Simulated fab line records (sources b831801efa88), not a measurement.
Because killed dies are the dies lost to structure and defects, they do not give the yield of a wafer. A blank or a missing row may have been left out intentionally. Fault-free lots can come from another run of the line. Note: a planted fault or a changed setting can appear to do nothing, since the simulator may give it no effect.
fab line records -- flow sky130
record lots=13, wafers=39, last_day=50
route steps=708 shown METAL3@569 VIA3@588 CAP2M@605
lots that met no fault: taken from a fault-free run of the same line
start_h: hours from the record's first day to the start of the lot's first wafer shown -- wait_h: how many hours have passed since the lot's step before this one -- " unchanged from the row above -- L1.1+2: a single row standing in for several wafers -- - value missing, or start not given -- * or withheld: withheld -- < > ~ a bound
route shown NAME@n: a module of which the file shows steps, and the number in the route of the first -- usual: average and standard deviation across the fault-free wafers -- same: alike in all rows -- chamber/n: place in a boat -- sites: readings site by site -- _std_site: standard deviation across them -- _edge_site: inner sites' mean taken away from outer sites' mean -- radius_mm: for every site, how far away it sits from the centre of the wafer -- mask NAME#n: copy n -- behind: tool/chamber where the wafer was last shaped -- hold: why the lot went on hold/how many hours it stayed there/how the hold came to an end -- device: the transistor (n, p or np) that didn't switch -- end of line: at the end of the route, the tests of the same wafers -- where a step has no rows: the recipe by itself -- killed: dies that structure and defects cost at the first sort, which is not the same as the wafer's yield -- map: dies across one wafer; x = killed, . = not, _ = none there
set.NAME: the setting that was run; set.NAME@STEP: the one run at that earlier step -- model.NAME: the simulator's own value behind a step, which no gauge read
one table for each step of the route and one row for each wafer, over a sample of lots
services: when a tool's chamber went out of use (start_h, in hours from the record's first day, below 0 if earlier), for how many hours, and the reason
## steps
# step SKY_METAL3_STRIP_19
# recipe chemistry=O2/N2, power_w=1400, pressure_mtorr=1500, platen_temp_c=withheld, o2_flow_sccm=3000, n2_flow_sccm=300, overash_fraction=0.5
# usual drypump_motor_current_A=5.7/0.62, oes_product_au=0.502/0.0081, strip_time_to_endpoint_s=6.55/0.16
lot.wafer,tool,chamber,start_h,wait_h,drypump_motor_current_A,oes_product_au,rf_hours_counter_h,strip_time_to_endpoint_s
L628.1,plasma_asher-02,0,906.61,0.1,6.4,0.509,16,6.73
L628.4,plasma_asher-02,1,906.61,0.1,5.5,0.516,-,6.74
L628.6,plasma_asher-02,1,906.61,0.1,5.5,0.513,-,6.74
L629.3,plasma_asher-04,0,916.44,0.1,5.0,0.500,-,6.36
L629.4,plasma_asher-04,1,916.44,0.1,5.5,0.512,-,6.68
L629.5,plasma_asher-04,1,916.44,0.1,5.4,0.485,-,6.43
L630.1,plasma_asher-02,1,919.96,0.1,5.5,0.495,18,6.38
L630.2,plasma_asher-02,0,919.96,0.1,6.4,0.499,18,6.48
L630.6,plasma_asher-02,1,919.96,0.1,5.5,0.504,-,6.48
L631.1,plasma_asher-02,1,931.01,0.1,5.5,0.499,19,6.66
L631.2,plasma_asher-02,0,931.01,0.1,6.4,0.509,19,6.69
L631.4,plasma_asher-02,1,931.01,0.1,5.5,0.508,-,6.59
L632.1,plasma_asher-04,1,937.52,0.1,5.4,0.508,50,6.62
L632.5,plasma_asher-04,0,937.52,0.1,5.0,0.502,-,6.65
L632.6,plasma_asher-04,1,937.52,0.1,5.5,0.508,-,6.56
L634.1,plasma_asher-03,1,949.22,0.1,4.9,0.508,114,6.70
L634.2,plasma_asher-03,0,949.22,0.1,6.5,0.487,114,6.33
L634.5,plasma_asher-03,1,949.22,0.1,4.9,0.501,-,6.34
L636.3,plasma_asher-02,1,968.28,0.1,5.5,0.498,-,6.43
L636.5,plasma_asher-02,0,968.28,0.1,6.4,0.503,-,6.44
L636.6,plasma_asher-02,1,968.28,0.1,5.5,0.513,-,6.74
L637.2,plasma_asher-04,0,973.47,0.1,5.0,0.495,54,6.39
L637.3,plasma_asher-04,1,973.47,0.1,5.4,0.488,-,6.42
L637.4,plasma_asher-04,0,973.47,0.1,5.0,0.499,-,6.40
L639.2,plasma_asher-03,1,983.85,0.2,4.9,0.507,116,6.65
L639.4,plasma_asher-03,0,983.85,0.2,6.6,0.502,-,6.67
L639.5,plasma_asher-03,0,983.85,0.2,6.5,0.503,-,6.65
L641.2,plasma_asher-03,0,998.39,0.1,6.5,0.506,118,6.46
L641.3,plasma_asher-03,0,998.39,0.1,6.5,0.498,-,6.50
L641.5,plasma_asher-03,0,998.39,0.1,6.5,0.496,-,6.39
L647.2,plasma_asher-04,0,1036.01,0.1,5.0,0.513,60,6.74
L647.3,plasma_asher-04,0,1036.01,0.1,5.0,0.502,-,6.73
L647.5,plasma_asher-04,0,1036.01,0.1,5.0,0.498,-,6.35
L648.1,plasma_asher-03,0,1043.42,0.1,6.5,0.501,122,6.68
L648.2,plasma_asher-03,1,1043.42,0.1,4.9,0.501,122,6.55
L648.5,plasma_asher-03,1,1043.42,0.1,4.9,0.506,-,6.68
L651.2,plasma_asher-02,0,1066.16,0.1,6.4,0.488,32,6.39
L651.3,plasma_asher-02,0,1066.16,0.1,6.4,0.493,-,6.37
L651.4,plasma_asher-02,1,1066.16,0.1,5.5,0.512,-,6.74
# step SKY_VIA3_ETCH_15
# recipe target=SiO2, chemistry=C4F8/O2/Ar, target_depth_nm=507, stop_on=TiN, mask_material=KrF-thick, source_w=1500, bias_w=1200, pressure_mtorr=40, c4f8_flow_sccm=withheld, O2_flow_sccm=6, Ar_flow_sccm=300, time_s=78
# usual oes_product_au=0.946/0.005
lot.wafer,tool,chamber,start_h,wait_h,oes_product_au,rf_hours_counter_h
L628.1,rie_diel-01,3,932.82,0.0,0.953,20
L628.4,rie_diel-01,2,932.82,0.0,0.944,6
L628.6,rie_diel-01,2,932.82,0.0,0.943,-
L629.3,rie_diel-04,2,943.23,0.0,0.952,18
L629.4,rie_diel-04,0,943.23,0.0,0.943,11
L629.5,rie_diel-04,1,943.23,0.0,0.948,-
L630.1,rie_diel-03,3,946.18,0.0,0.946,3
L630.2,rie_diel-03,2,946.18,0.0,0.942,6
L630.6,rie_diel-03,3,946.18,0.0,0.950,-
L631.1,rie_diel-04,2,956.47,0.0,0.952,18
L631.2,rie_diel-04,3,956.47,0.0,0.946,5
L631.4,rie_diel-04,1,956.47,0.0,0.936,16
L632.1,rie_diel-04,2,963.37,0.0,0.950,18
L632.5,rie_diel-04,3,963.37,0.0,0.950,-
L632.6,rie_diel-04,2,963.37,0.0,0.954,-
L634.1,rie_diel-01,1,975.27,0.0,0.946,13
L634.2,rie_diel-01,3,975.27,0.0,0.944,22
L634.5,rie_diel-01,0,975.27,0.0,0.938,-
L636.3,rie_diel-01,1,993.71,0.0,0.943,14
L636.5,rie_diel-01,1,993.71,0.0,0.948,-
L636.6,rie_diel-01,0,993.71,0.0,0.951,-
L637.2,rie_diel-03,0,998.66,0.0,0.945,6
L637.3,rie_diel-03,1,998.66,0.0,0.939,21
L637.4,rie_diel-03,2,998.66,0.0,0.937,7
L639.2,rie_diel-01,2,1008.57,0.0,0.946,8
L639.4,rie_diel-01,3,1008.57,0.0,0.946,-
L639.5,rie_diel-01,0,1008.57,0.0,0.943,-
L641.2,rie_diel-01,0,1023.12,0.0,0.940,16
L641.3,rie_diel-01,2,1023.12,0.0,0.938,8
L641.5,rie_diel-01,2,1023.12,0.0,0.940,-
L647.2,rie_diel-04,0,1059.43,0.0,0.950,14
L647.3,rie_diel-04,1,1059.43,0.0,0.948,20
L647.5,rie_diel-04,1,1059.43,0.0,0.949,-
L648.1,rie_diel-04,3,1066.51,0.0,0.953,8
L648.2,rie_diel-04,1,1066.51,0.0,0.948,20
L648.5,rie_diel-04,0,1066.51,0.0,0.952,-
L651.2,rie_diel-03,2,1088.37,0.0,0.948,10
L651.3,rie_diel-03,1,1088.37,0.0,0.945,24
L651.4,rie_diel-03,0,1088.37,0.0,0.955,8
# step SKY_VIA3_CMP_24
# recipe stop_on=SiO2, t_overpolish_s=20, down_force_psi=3.5, platen_rpm=60, target_thk_nm=0, pad_velocity_m_s=0.94248
# usual motor_current_A=10.6/1.1, overpolish_run_s=20.000/0.0091, time_to_endpoint_s=95/5.7
lot.wafer,tool,chamber,start_h,wait_h,motor_current_A,overpolish_run_s,time_to_endpoint_s
L628.4,cmp-01,3,933.85,0.0,11.6,19.987,96
L628.1,cmp-01,1,933.85,0.0,11.5,20.011,97
L628.6,cmp-01,0,933.85,0.0,10.3,20.004,104
L629.3,cmp-01,0,944.24,0.0,10.4,20.001,104
L629.4,cmp-01,1,944.24,0.0,11.3,19.989,94
L629.5,cmp-01,1,944.24,0.0,11.4,20.005,95
L630.1,cmp-01,0,947.30,0.1,10.7,20.008,103
L630.2,cmp-01,1,947.30,0.1,11.7,20.007,97
L630.6,cmp-01,3,947.30,0.1,11.4,20.009,100
L631.4,cmp-01,0,957.55,0.1,10.2,20.000,101
L631.1,cmp-01,1,957.55,0.1,10.8,19.997,96
L631.2,cmp-01,2,957.55,0.1,10.3,20.004,95
L632.1,cmp-02,3,964.54,0.2,11.8,20.026,91
L632.5,cmp-02,0,964.54,0.2,8.8,19.993,92
L632.6,cmp-02,1,964.54,0.2,10.0,20.002,89
L634.2,cmp-01,0,976.39,0.1,10.2,20.002,105
L634.1,cmp-01,1,976.39,0.1,10.6,19.997,97
L634.5,cmp-01,2,976.39,0.1,10.5,19.993,93
L636.3,cmp-02,1,994.83,0.1,10.2,20.001,84
L636.5,cmp-02,3,994.83,0.1,12.1,19.991,84
L636.6,cmp-02,0,994.83,0.1,8.5,20.013,88
L637.4,cmp-01,2,999.80,0.1,10.5,19.987,89
L637.2,cmp-01,3,999.80,0.1,12.1,19.991,100
L637.3,cmp-01,0,999.80,0.1,10.2,19.996,105
L639.4,cmp-01,2,1009.63,0.0,11.2,19.994,95
L639.2,cmp-01,0,1009.63,0.0,10.5,0.044,151
L639.5,cmp-01,2,1009.63,0.0,10.6,20.014,92
L641.3,cmp-02,1,1024.20,0.1,10.1,20.002,85
L641.2,cmp-02,2,1024.20,0.1,9.9,19.997,94
L641.5,cmp-02,1,1024.20,0.1,10.1,20.007,88
L647.2,cmp-02,3,1060.48,0.0,12.4,20.010,88
L647.3,cmp-02,2,1060.48,0.0,9.5,19.991,96
L647.5,cmp-02,0,1060.48,0.0,8.9,20.005,90
L648.1,cmp-02,3,1067.62,0.1,12.1,19.992,92
L648.2,cmp-02,0,1067.62,0.1,8.6,20.001,90
L648.5,cmp-02,2,1067.62,0.1,10.0,19.999,98
L651.3,cmp-02,0,1089.46,0.1,8.5,19.987,96
L651.4,cmp-02,1,1089.46,0.1,9.5,19.996,88
L651.2,cmp-02,2,1089.46,0.1,9.7,19.997,100
# step SKY_CAP2M_SPUTTER_02
# recipe material=TiN, target_thk_nm=200, temp_c=300, power_w=6500, time_s=166.7, chamber_pressure_pa=0.4
# usual throttle_valve_pct=30.2/0.78
lot.wafer,tool,chamber,start_h,wait_h,throttle_valve_pct
L628.1,pvd_sputter-04,-,934.39,0.1,30.4
L628.4,pvd_sputter-04,-,934.39,0.1,30.5
L628.6,pvd_sputter-04,-,934.39,0.1,31.4
L629.3,pvd_sputter-04,-,944.78,0.0,30.3
L629.4,pvd_sputter-04,-,944.78,0.0,31.3
L629.5,pvd_sputter-04,-,944.78,0.0,29.1
L630.1,pvd_sputter-03,-,947.73,0.1,29.7
L630.2,pvd_sputter-03,-,947.73,0.1,29.9
L630.6,pvd_sputter-03,-,947.73,0.1,30.0
L631.1,pvd_sputter-04,-,958.03,0.1,30.2
L631.2,pvd_sputter-04,-,958.03,0.1,30.3
L631.4,pvd_sputter-04,-,958.03,0.1,30.4
L632.1,pvd_sputter-03,-,964.94,0.1,29.9
L632.5,pvd_sputter-03,-,964.94,0.1,31.8
L632.6,pvd_sputter-03,-,964.94,0.1,29.6
L634.1,pvd_sputter-04,-,976.84,0.1,30.1
L634.2,pvd_sputter-04,-,976.84,0.1,31.1
L634.5,pvd_sputter-04,-,976.84,0.1,30.2
L636.3,pvd_sputter-04,-,995.27,0.0,30.5
L636.5,pvd_sputter-04,-,995.27,0.0,31.5
L636.6,pvd_sputter-04,-,995.27,0.0,30.3
L637.2,pvd_sputter-04,-,1000.28,0.0,29.2
L637.3,pvd_sputter-04,-,1000.28,0.0,30.3
L637.4,pvd_sputter-04,-,1000.28,0.0,30.1
L639.4,pvd_sputter-04,-,1010.19,0.0,29.0
L639.5,pvd_sputter-04,-,1010.19,0.0,30.5
L641.2,pvd_sputter-04,-,1024.68,0.0,31.1
L641.3,pvd_sputter-04,-,1024.68,0.0,30.4
L641.5,pvd_sputter-04,-,1024.68,0.0,31.2
L647.2,pvd_sputter-01,-,1061.02,0.0,30.9
L647.3,pvd_sputter-01,-,1061.02,0.0,29.5
L647.5,pvd_sputter-01,-,1061.02,0.0,29.3
L648.1,pvd_sputter-03,-,1068.10,0.1,29.7
L648.2,pvd_sputter-03,-,1068.10,0.1,29.8
L648.5,pvd_sputter-03,-,1068.10,0.1,31.6
L651.2,pvd_sputter-04,-,1089.94,0.0,30.4
L651.3,pvd_sputter-04,-,1089.94,0.0,31.4
L651.4,pvd_sputter-04,-,1089.94,0.0,30.4
## services
tool,chamber,start_h,hours,kind
cmp-01,-,884.75,2.9,repair
cmp-02,-,897.51,2.3,repair
rie_diel-03,-,903.10,2.4,repair
cmp-02,-,912.15,4.0,pm
cmp-02,-,913.13,3.7,repair
plasma_asher-03,-,917.72,14.6,pm
cmp-02,-,921.65,0.5,repair
rie_diel-01,-,927.99,0.2,repair
rie_diel-04,-,933.69,2.8,pm
plasma_asher-03,-,933.80,1.7,repair
plasma_asher-03,-,955.15,12.0,repair
plasma_asher-04,-,955.50,0.5,repair
cmp-02,-,957.01,2.2,repair
cmp-01,-,971.55,4.0,repair
rie_diel-01,2,971.58,11.6,repair
rie_diel-01,2,998.97,4.1,repair
rie_diel-01,1,1008.29,7.9,repair
plasma_asher-03,-,1008.83,0.4,repair
pvd_sputter-04,-,1016.30,5.2,repair
plasma_asher-02,-,1029.06,2.4,repair
plasma_asher-03,-,1055.25,9.0,pm
plasma_asher-02,-,1059.98,1.6,repair
rie_diel-01,-,1062.32,28.1,pm
cmp-01,-,1080.60,3.1,repair
## key
first_sign step=SKY_VIA3_CMP_24, reading=overpolish_run_s, direction=down, sigmas=99+, usual=20.000, struck=0.044
effect step=SKY_VIA3_CMP_24, reading=time_to_endpoint_s, direction=up, sigmas=9.9, usual=*, struck=*
met_at SKY_VIA3_CMP_24
struck_lots L639
struck_wafers L639.2
later_rows_left_out L639.2
sort_left_out L639.2
not_acting_at SKY_METAL3_STRIP_19,SKY_VIA3_ETCH_15,SKY_CAP2M_SPUTTER_02
onset_between 999.80 1009.63
fault kind=process_parameter_drift, tool=cmp-01, chamber=-, onset_h=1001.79, steps=SKY_VIA3_CMP_24, channel=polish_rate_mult, offset=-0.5, shape=step, end_h=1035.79, scope=struck_wafers_only
# sort_left_out: the simulated sort isn't trusted on such a fault, so these wafers' sort isn't shown, and their yield isn't known
# later_rows_left_out: the simulator's readings of these wafers behind a module that went badly wrong aren't trusted and aren't shown, but for the sort
